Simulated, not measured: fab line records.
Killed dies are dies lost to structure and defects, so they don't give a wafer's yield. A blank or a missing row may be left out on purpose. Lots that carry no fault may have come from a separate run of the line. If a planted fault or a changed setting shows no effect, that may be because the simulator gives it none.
fab line records	flow sky130
record lots=7	wafers=21	last-day=50
route steps=708 shown LDD_P@257 LDD_HVN@267 PAD_OPEN@708
lots with no fault: from the same line, run without faults
start-h: hours from the record's first day to the start of the lot's first wafer shown	wait-h: time in hours since the lot's previous step	" identical to the entry in the row above	L1.1+2: a row that stands for several wafers	- no value, or no start was given	* or withheld: withheld	< > ~ a bound
route shown NAME@n: a module of which the file shows steps, and the number in the route of the first	usual: the fault-free wafers' mean and standard deviation	same: alike in all rows	chamber/n: place in a boat	sites: each site's reading	_std_site: standard deviation across them	_edge_site: inner sites' mean taken away from outer sites' mean	radius-mm: for every site, how far away it sits from the centre of the wafer	mask NAME#n: copy n	behind: the most recent tool/chamber to have shaped the wafer	hold: reason for holding the lot/hours on hold/outcome of the hold	device: the n, p or np transistor that did not switch	end of line: the route-end tests of the same wafers	a step given without rows: its recipe and nothing more	killed: dies that structure and defects cost at the first sort, which is not the same as the wafer's yield	map: dies across one wafer; x = killed, . = not, _ = none there
set.NAME: the run value of the setting; set.NAME@STEP: its run value at that earlier step	model.NAME: the simulator's own value behind a step, which no gauge read
certain route steps with their lots: each step a table, each wafer a row
services: from which hour (start-h, from the record's first day; less than 0 if before it) a tool's chamber was out of use, for how many hours, and why
## steps
# step SKY_LDD_P_COAT_02
# recipe resist=NOVOLAK	spin-rpm=3000	resist-thk-nm=1140
# step SKY_LDD_P_SOFTBAKE_03
# recipe temp-c=90	time-s=60	resist=NOVOLAK
# step SKY_LDD_P_EXPOSE_04
# recipe mask-id=PSDM	na=0.6	source-shape=conventional	sigma-outer=0.6	polarization=unpolarized	target-cd-nm=380	dose-mj=138
# step SKY_LDD_P_PEB_05
# recipe temp-c=withheld	time-s=*	resist=NOVOLAK
# step SKY_LDD_P_DEVELOP_06
# recipe resist=NOVOLAK	developer=TMAH	develop-time-s=60	dev-temp-c=23
# step SKY_LDD_P_CD_MEAS_07
# recipe target-cd-nm=380
# usual cd-nm=379.7/2.5
lot.wafer	tool	chamber	start-h	wait-h	cd-nm
L515.1	cd-sem-02	-	461.20	0.1	377.2
L515.4	"	-	"	"	379.0
L515.6	"	-	"	"	378.5
L518.1	cd-sem-02	-	484.50	0.1	379.1
L518.5	"	-	"	"	377.6
L518.6	"	-	"	"	378.0
L522.2	cd-sem-01	-	518.61	0.1	378.0
L522.3	"	-	"	"	376.6
L522.4	"	-	"	"	374.8
L523.1	cd-sem-02	-	526.26	0.1	381.2
L523.4	"	-	"	"	381.3
L523.6	"	-	"	"	382.3
L526.2	cd-sem-02	-	540.07	0.1	385.2
L526.3	"	-	"	"	384.8
L526.6	"	-	"	"	383.2
L532.2	cd-sem-02	-	591.57	0.1	383.6
L532.3	"	-	"	"	386.9
L532.4	"	-	"	"	384.3
L535.1	cd-sem-02	-	623.34	0.1	384.6
L535.3	"	-	"	"	385.2
L535.6	"	-	"	"	383.5
# step SKY_LDD_P_OVL_MEAS_08
# usual LDD_P_OVL=0.5/1.3
lot.wafer	tool	chamber	start-h	wait-h	LDD_P_OVL[nm]
L515.1	overlay-02	-	461.32	0.1	-0.2
L515.4	"	-	"	"	-1.7
L515.6	"	-	"	"	0.2
L518.1	overlay-01	-	484.62	0.1	0.2
L518.5	"	-	"	"	-0.6
L518.6	"	-	"	"	-0.3
L522.2	overlay-02	-	518.71	0.1	0.8
L522.3	"	-	"	"	0.9
L522.4	"	-	"	"	0.5
L523.1	overlay-02	-	526.38	0.1	1.7
L523.4	"	-	"	"	2.7
L523.6	"	-	"	"	1.2
L526.2	overlay-02	-	540.18	0.1	-0.9
L526.3	"	-	"	"	-0.6
L526.6	"	-	"	"	-0.1
L532.2	overlay-02	-	591.68	0.1	-0.3
L532.3	"	-	"	"	-1.1
L532.4	"	-	"	"	-0.5
L535.1	overlay-01	-	623.46	0.1	0.0
L535.3	"	-	"	"	-0.9
L535.6	"	-	"	"	1.8
# step SKY_LDD_P_IMPLANT_09
# recipe species=BF2	energy-kev=25	dose-cm2=1e+13	tilt-deg=withheld
# step SKY_LDD_P_STRIP_10
# recipe chemistry=O2/N2	power-w=1400	pressure-mtorr=1500	platen-temp-c=withheld	o2-flow-sccm=3000	n2-flow-sccm=300	overash-fraction=0.5
# usual drypump-motor-current-A=5.6/0.48	oes-product-au=0.716/0.0041	strip-time-to-endpoint-s=14.19/0.046
lot.wafer	tool	chamber	start-h	wait-h	drypump-motor-current-A	oes-product-au	rf-hours-counter-h	strip-time-to-endpoint-s
L515.1	plasma-asher-02	1	461.51	0.1	5.4	0.711	3	14.15
L515.4	"	1	"	"	5.4	0.716	-	14.15
L515.6	"	1	"	"	5.4	0.712	-	14.18
L518.1	plasma-asher-02	1	484.81	0.1	5.4	0.719	5	14.16
L518.5	"	1	"	"	5.4	0.720	-	14.18
L518.6	"	0	"	"	4.9	0.718	-	14.17
L522.2	plasma-asher-04	0	518.89	0.1	5.8	0.712	69	14.15
L522.3	"	1	"	"	6.0	0.715	-	14.20
L522.4	"	0	"	"	5.8	0.710	-	14.21
L523.1	plasma-asher-01	1	526.57	0.1	5.6	0.719	83	14.16
L523.4	"	1	"	"	5.6	0.711	-	14.15
L523.6	"	0	"	"	6.4	0.709	-	14.17
L526.2	plasma-asher-01	0	540.36	0.1	6.4	0.716	85	14.13
L526.3	"	1	"	"	5.6	0.722	-	14.08
L526.6	"	1	"	"	5.6	0.717	-	14.13
L532.2	plasma-asher-04	1	591.86	0.1	6.0	0.716	77	14.12
L532.3	"	1	"	"	6.0	0.715	-	14.08
L532.4	"	0	"	"	5.7	0.707	-	14.09
L535.1	plasma-asher-02	1	623.64	0.1	5.4	0.715	18	14.18
L535.3	"	0	"	"	4.9	0.710	-	14.17
L535.6	"	1	"	"	5.4	0.720	-	14.17
# step SKY_LDD_P_TW_MEAS_11
# usual LDD_P_TW=638/3.3
lot.wafer	tool	chamber	start-h	wait-h	LDD_P_TW
L515.1	film-metro-02	-	461.61	0.1	637
L515.4	"	-	"	"	635
L515.6	"	-	"	"	633
L518.1	film-metro-02	-	484.91	0.1	646
L518.5	"	-	"	"	640
L518.6	"	-	"	"	639
L522.2	film-metro-04	-	519.00	0.1	644
L522.3	"	-	"	"	643
L522.4	"	-	"	"	645
L523.1	film-metro-04	-	526.67	0.1	639
L523.4	"	-	"	"	643
L523.6	"	-	"	"	642
L526.2	film-metro-03	-	540.47	0.1	636
L526.3	"	-	"	"	636
L526.6	"	-	"	"	635
L532.2	film-metro-04	-	591.97	0.1	640
L532.3	"	-	"	"	641
L532.4	"	-	"	"	640
L535.1	film-metro-04	-	623.74	0.1	635
L535.3	"	-	"	"	636
L535.6	"	-	"	"	639
# step SKY_LDD_HVN_DEHYDRATE_00
# recipe temp-c=200	time-s=60
# step SKY_LDD_HVN_HMDS_01
# recipe prime-time-s=60	prime-temp-c=120
# step SKY_LDD_HVN_COAT_02
# recipe resist=NOVOLAK	spin-rpm=3000	resist-thk-nm=300
# usual exhaust-pa=44.9/1	spin-speed-rpm=3000.2/2
lot.wafer	tool	chamber	start-h	wait-h	exhaust-pa	spin-speed-rpm	model.NOVOLAK_of_LDD_HVN_COAT_02.thk-nm
L515.1	litho-track-03	0	476.59	0.1	44.5	2995.6	299.9
L515.4	"	0	"	"	45.2	2998.0	300.4
L515.6	"	0	"	"	44.7	2996.6	301
L518.1	litho-track-01	0	500.43	0.1	44.3	2999.0	298.1
L518.5	"	0	"	"	42.8	2999.5	298.9
L518.6	"	0	"	"	42.7	2999.3	299
L522.2	litho-track-01	0	533.85	0.1	44.1	2999.7	179.3
L522.3	"	0	"	"	45.1	3001.7	179.3
L522.4	"	0	"	"	44.6	2999.2	179.4
L523.1	litho-track-01	0	540.23	0.1	46.0	3001.1	181
L523.4	"	0	"	"	45.0	3001.9	180.2
L523.6	"	0	"	"	45.4	2999.5	180.9
L526.2	litho-track-01	0	554.80	0.1	43.9	3004.0	180.8
L526.3	"	0	"	"	43.9	3002.3	180.3
L526.6	"	0	"	"	44.0	2998.5	180.7
L532.2	litho-track-04	0	606.33	0.1	45.1	3001.9	300.4
L532.3	"	0	"	"	45.0	3000.7	301.4
L532.4	"	0	"	"	45.0	3000.8	300.7
L535.1	litho-track-01	0	637.83	0.1	44.9	3001.6	298.4
L535.3	"	0	"	"	45.5	2999.5	298.7
L535.6	"	0	"	"	46.0	3000.9	300.2
# step SKY_LDD_HVN_SOFTBAKE_03
# recipe temp-c=90	time-s=60	resist=NOVOLAK
# step SKY_LDD_HVN_EXPOSE_04
# recipe mask-id=HVNTM	na=0.6	source-shape=conventional	sigma-outer=0.6	polarization=unpolarized	target-cd-nm=700	dose-mj=127
# step SKY_LDD_HVN_PEB_05
# recipe temp-c=withheld	time-s=*	resist=NOVOLAK
# step SKY_LDD_HVN_DEVELOP_06
# recipe resist=NOVOLAK	developer=TMAH	develop-time-s=60	dev-temp-c=23
# usual exhaust-pa=44.9/0.86
lot.wafer	tool	chamber	start-h	wait-h	exhaust-pa	model.NOVOLAK_of_LDD_HVN_COAT_02.thk-nm
L515.1	litho-track-01	0	492.53	0.1	43.6	299.5
L515.4	"	0	"	"	43.5	300
L515.6	"	0	"	"	45.0	300.6
L518.1	litho-track-03	0	515.39	0.1	43.1	297.7
L518.5	"	0	"	"	43.7	298.5
L518.6	"	0	"	"	43.7	298.6
L522.2	litho-track-04	0	548.48	0.1	46.0	178.9
L522.3	"	0	"	"	46.7	178.8
L522.4	"	0	"	"	45.7	179
L523.1	litho-track-01	0	555.23	0.1	43.8	180.6
L523.4	"	0	"	"	46.3	179.8
L523.6	"	0	"	"	46.4	180.5
L526.2	litho-track-03	0	569.56	0.1	44.5	180.4
L526.3	"	0	"	"	44.5	179.9
L526.6	"	0	"	"	43.3	180.3
L532.2	litho-track-03	0	620.71	0.1	45.7	300
L532.3	"	0	"	"	44.9	301
L532.4	"	0	"	"	44.5	300.3
L535.1	litho-track-03	0	651.69	0.1	45.2	297.9
L535.3	"	0	"	"	44.5	298.3
L535.6	"	0	"	"	45.6	299.8
# step SKY_LDD_HVN_OVL_MEAS_07
# usual LDD_HVN_OVL=0.5/1.2
lot.wafer	tool	chamber	start-h	wait-h	LDD_HVN_OVL[nm]
L515.1	overlay-01	-	492.69	0.1	-0.4
L515.4	"	-	"	"	0.4
L515.6	"	-	"	"	0.6
L518.1	overlay-01	-	515.54	0.1	0.6
L518.5	"	-	"	"	-1.2
L518.6	"	-	"	"	1.9
L522.2	overlay-02	-	548.61	0.1	-1.7
L522.3	"	-	"	"	0.1
L522.4	"	-	"	"	0.7
L523.1	overlay-02	-	555.38	0.1	0.4
L523.4	"	-	"	"	1.0
L523.6	"	-	"	"	2.2
L526.2	overlay-01	-	569.69	0.1	1.6
L526.3	"	-	"	"	0.2
L526.6	"	-	"	"	-1.2
L532.2	overlay-02	-	620.84	0.1	-1.5
L532.3	"	-	"	"	1.4
L532.4	"	-	"	"	-0.2
L535.1	overlay-01	-	651.84	0.1	0.4
L535.3	"	-	"	"	0.3
L535.6	"	-	"	"	0.7
# step SKY_LDD_HVN_IMPLANT_08
# recipe species=P	energy-kev=60	dose-cm2=3e+13	tilt-deg=40
# step SKY_LDD_HVN_STRIP_09
# recipe chemistry=O2/N2	power-w=1400	pressure-mtorr=1500	platen-temp-c=withheld	o2-flow-sccm=3000	n2-flow-sccm=300	overash-fraction=0.5
# usual drypump-motor-current-A=5.6/0.48	oes-product-au=0.408/0.0044	strip-time-to-endpoint-s=4.136/0.016
lot.wafer	tool	chamber	start-h	wait-h	drypump-motor-current-A	oes-product-au	rf-hours-counter-h	strip-time-to-endpoint-s
L515.1	plasma-asher-03	0	492.88	0.1	4.9	0.406	37	4.127
L515.4	"	1	"	"	6.3	0.411	-	4.129
L515.6	"	1	"	"	6.3	0.408	-	4.137
L518.1	plasma-asher-02	1	515.72	0.1	5.4	0.416	8	4.112
L518.5	"	0	"	"	4.9	0.403	-	4.120
L518.6	"	1	"	"	5.4	0.415	-	4.129
L522.2	plasma-asher-04	1	548.79	0.1	6.0	0.345	72	2.537
L522.3	"	1	"	"	5.9	0.339	-	2.535
L522.4	"	0	"	"	5.7	0.338	-	2.531
L523.1	plasma-asher-03	0	555.56	0.1	4.9	0.351	44	2.556
L523.4	"	1	"	"	6.3	0.338	-	2.545
L523.6	"	1	"	"	6.3	0.334	-	2.546
L526.2	plasma-asher-04	1	569.87	0.1	6.0	0.338	74	2.557
L526.3	"	0	"	"	5.8	0.341	-	2.541
L526.6	"	0	"	"	5.7	0.344	-	2.541
L532.2	plasma-asher-02	0	621.02	0.1	5.0	0.414	18	4.120
L532.3	"	1	"	"	5.4	0.411	-	4.160
L532.4	"	0	"	"	5.0	0.411	-	4.147
L535.1	plasma-asher-04	0	652.02	0.1	5.8	0.410	83	4.132
L535.3	"	0	"	"	5.7	0.408	-	4.122
L535.6	"	0	"	"	5.7	0.415	-	4.142
# step SKY_LDD_HVN_TW_MEAS_10
# usual LDD_HVN_TW=1443/8.7
lot.wafer	tool	chamber	start-h	wait-h	LDD_HVN_TW
L515.1	film-metro-01	-	492.98	0.1	1450
L515.4	"	-	"	"	1445
L515.6	"	-	"	"	1453
L518.1	film-metro-01	-	515.82	0.1	1455
L518.5	"	-	"	"	1457
L518.6	"	-	"	"	1452
L522.2	film-metro-01	-	548.90	0.1	1448
L522.3	"	-	"	"	1444
L522.4	"	-	"	"	1441
L523.1	film-metro-01	-	555.66	0.1	1447
L523.4	"	-	"	"	1447
L523.6	"	-	"	"	1455
L526.2	film-metro-02	-	569.98	0.1	1435
L526.3	"	-	"	"	1440
L526.6	"	-	"	"	1435
L532.2	film-metro-02	-	621.13	0.1	1438
L532.3	"	-	"	"	1437
L532.4	"	-	"	"	1433
L535.1	film-metro-03	-	652.12	0.1	1443
L535.3	"	-	"	"	1434
L535.6	"	-	"	"	1434
# step SKY_PAD_OPEN_PROBE_99
# usual killed_at_M0_to_M3=43/7	killed_at_M4_up=3.1/1.9	killed-at-contacts=25/6.1	killed-at-front-end=15/4.5	killed-at-other=0.3/0.55	killed-dies=87/8.9	killed-open=47/6.4	killed-short=40/6.6
# same gross-dies=492	killed-at-back-side=0
lot.wafer	tool	chamber	start-h	wait-h	killed_at_M0_to_M3	killed_at_M4_up	killed-at-contacts	killed-at-front-end	killed-at-other	killed-dies	killed-open	killed-short
L515.1	prober-01	-	1098.43	0.1	50	2	21	11	0	84	51	33
L515.4	prober-01	-	1098.58	0.2	32	1	24	19	0	76	46	30
L515.6	prober-01	-	1098.68	0.2	40	3	21	15	0	79	37	42
L518.1	prober-02	-	1110.62	0.1	36	4	32	11	0	83	41	42
L518.5	prober-02	-	1110.82	0.2	55	4	27	11	0	97	47	50
L518.6	prober-02	-	1110.87	0.2	43	3	38	14	2	100	45	55
L523.1	prober-01	-	1137.51	0.1	54	1	25	17	1	98	52	46
L523.4	prober-01	-	1137.66	0.2	44	3	23	16	1	87	52	35
L523.6	prober-01	-	1137.76	0.2	48	6	20	14	0	88	44	44
L526.2	prober-02	-	1148.36	0.1	32	6	26	19	0	83	47	35
L526.3	prober-02	-	1148.41	0.2	49	5	17	16	0	87	55	31
L526.6	prober-02	-	1148.56	0.2	46	8	24	9	1	88	45	43
L535.1	prober-02	-	1201.93	0.1	30	1	25	29	0	85	45	40
L535.3	prober-02	-	1202.03	0.2	23	4	25	13	0	65	32	33
L535.6	prober-02	-	1202.18	0.2	30	4	39	27	1	101	48	53
# killed by level:class
L515.1 VIA1:geometric-particle:open=21 CONTACT:geometric-particle:open=11 LI_CONTACT:geometric-particle:short=6 METAL1:geometric-particle:short=6 METAL2:geometric-particle:short=5 METAL2:geometric-particle:open=4 VIA2:geometric-particle:open=4 VIA3:geometric-particle:open=4
L515.4 CONTACT:geometric-particle:open=9 LI_CONTACT:geometric-particle:open=7 VIA1:geometric-particle:open=7 FIELD_ISO:geometric-particle:open=6 VIA3:geometric-particle:open=5 FIELD_ISO:geometric-particle:short=4 METAL1:geometric-particle:short=4 VIA1:geometric-particle:short=4
L515.6 VIA1:geometric-particle:open=13 LI_CONTACT:geometric-particle:open=10 VIA1:geometric-particle:short=8 VIA2:geometric-particle:short=5 FIELD_ISO:geometric-particle:short=4 CONTACT:geometric-particle:open=4 VIA2:geometric-particle:open=4 FIELD_ISO:geometric-particle:open=3
L518.1 CONTACT:geometric-particle:short=9 LOCAL_INTERCONNECT:geometric-particle:short=8 VIA2:geometric-particle:open=8 LI_CONTACT:geometric-particle:open=7 CONTACT:geometric-particle:open=6 VIA1:geometric-particle:open=6 METAL2:geometric-particle:short=6 FIELD_ISO:geometric-particle:short=4
L518.5 VIA1:geometric-particle:open=13 LI_CONTACT:geometric-particle:open=8 CONTACT:geometric-particle:open=8 METAL1:geometric-particle:short=8 METAL2:geometric-particle:short=6 CONTACT:geometric-particle:short=5 FIELD_ISO:geometric-particle:short=5 LOCAL_INTERCONNECT:geometric-particle:short=5
L518.6 CONTACT:geometric-particle:short=11 VIA2:geometric-particle:open=8 CONTACT:geometric-particle:open=8 LI_CONTACT:geometric-particle:open=7 LOCAL_INTERCONNECT:geometric-particle:short=6 VIA1:geometric-particle:open=6 VIA3:geometric-particle:open=6 METAL2:geometric-particle:short=6
L523.1 CONTACT:geometric-particle:open=11 VIA1:geometric-particle:open=10 METAL2:geometric-particle:short=9 VIA3:geometric-particle:open=8 VIA2:geometric-particle:open=7 FIELD_ISO:geometric-particle:short=6 LI_CONTACT:geometric-particle:open=6 METAL1:geometric-particle:short=5
L523.4 VIA1:geometric-particle:open=10 VIA2:geometric-particle:open=10 CONTACT:geometric-particle:open=9 CONTACT:geometric-particle:short=8 VIA3:geometric-particle:open=5 FIELD_ISO:geometric-particle:open=4 METAL2:geometric-particle:short=4 VIA2:geometric-particle:short=4
L523.6 VIA1:geometric-particle:open=22 CONTACT:geometric-particle:open=7 FIELD_ISO:geometric-particle:short=6 METAL1:geometric-particle:short=5 METAL2:geometric-particle:short=5 METAL4:geometric-particle:short=5 LOCAL_INTERCONNECT:geometric-particle:short=4 VIA1:geometric-particle:short=4
L526.2 CONTACT:geometric-particle:open=9 VIA2:geometric-particle:open=7 FIELD_ISO:geometric-particle:open=6 CONTACT:geometric-particle:short=6 POLY_GATE:geometric-particle:open=5 LI_CONTACT:geometric-particle:open=5 VIA1:geometric-particle:open=5 VIA3:geometric-particle:open=5
L526.3 VIA3:geometric-particle:open=11 VIA1:geometric-particle:open=10 FIELD_ISO:geometric-particle:open=6 POLY_GATE:geometric-particle:open=6 CONTACT:geometric-particle:open=6 VIA2:geometric-particle:open=6 VIA1:geometric-particle:short=5 LI_CONTACT:geometric-particle:open=4
L526.6 VIA1:geometric-particle:open=9 VIA3:geometric-particle:open=9 CONTACT:geometric-particle:open=8 METAL4:geometric-particle:short=7 VIA3:geometric-particle:short=7 LI_CONTACT:geometric-particle:open=6 VIA2:geometric-particle:open=6 LI_CONTACT:geometric-particle:short=4
L535.1 FIELD_ISO:geometric-particle:short=9 LI_CONTACT:geometric-particle:open=8 POLY_GATE:geometric-particle:short=7 VIA3:geometric-particle:open=7 VIA1:geometric-particle:open=6 FIELD_ISO:geometric-particle:open=5 CONTACT:geometric-particle:open=5 POLY_GATE:geometric-particle:open=4
L535.3 CONTACT:geometric-particle:open=10 CONTACT:geometric-particle:short=6 VIA1:geometric-particle:open=4 LOCAL_INTERCONNECT:geometric-particle:short=4 METAL2:geometric-particle:short=4 FIELD_ISO:geometric-particle:open=3 POLY_GATE:geometric-particle:short=3 LI_CONTACT:geometric-particle:short=3
L535.6 CONTACT:geometric-particle:open=14 LOCAL_INTERCONNECT:geometric-particle:short=11 POLY_GATE:geometric-particle:open=9 FIELD_ISO:geometric-particle:short=6 POLY_GATE:geometric-particle:short=6 LI_CONTACT:geometric-particle:open=6 VIA3:geometric-particle:short=5 CONTACT:geometric-particle:short=5
## services
tool	chamber	start-h	hours	kind
plasma-asher-02	-	498.19	2.2	repair
plasma-asher-03	-	585.74	2.3	repair
plasma-asher-02	-	592.44	2.4	repair
plasma-asher-03	-	631.27	15.2	pm
## key
first-sign step=SKY_LDD_HVN_STRIP_09	reading=strip-time-to-endpoint-s	direction=down	sigmas=98	usual=*	struck=*
effect step=SKY_LDD_HVN_STRIP_09	reading=oes-product-au	direction=down	sigmas=15	usual=0.408	struck=0.341
model-effect step=SKY_LDD_HVN_COAT_02	value=NOVOLAK_of_LDD_HVN_COAT_02.thk-nm	without=300.8	struck=180.2
model-effect step=SKY_LDD_HVN_DEVELOP_06	value=NOVOLAK_of_LDD_HVN_COAT_02.thk-nm	without=300.4	struck=179.8
met-at SKY_LDD_HVN_COAT_02
struck-wafers L522.2,L522.3,L522.4,L523.1,L523.4,L523.6,L526.2,L526.3,L526.6
tester-left-out L522,L523,L526
onset-between 500.43 533.85
fault kind=process-parameter-drift	tool=litho-track-01	chamber=-	onset-h=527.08	steps=SKY_LDD_HVN_COAT_02	channel=resist-thk-nm	offset=-120.26	shape=step	end-h=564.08	acts-in=these-recipes-only	stated=300
# tester-left-out: of these lots the tester's yield and bins aren't shown, on N5 and GAA mostly nor the transistor test; their killed dies are dies lost to structure and defects alone, not to doping, threshold or leakage, so they don't give the yield
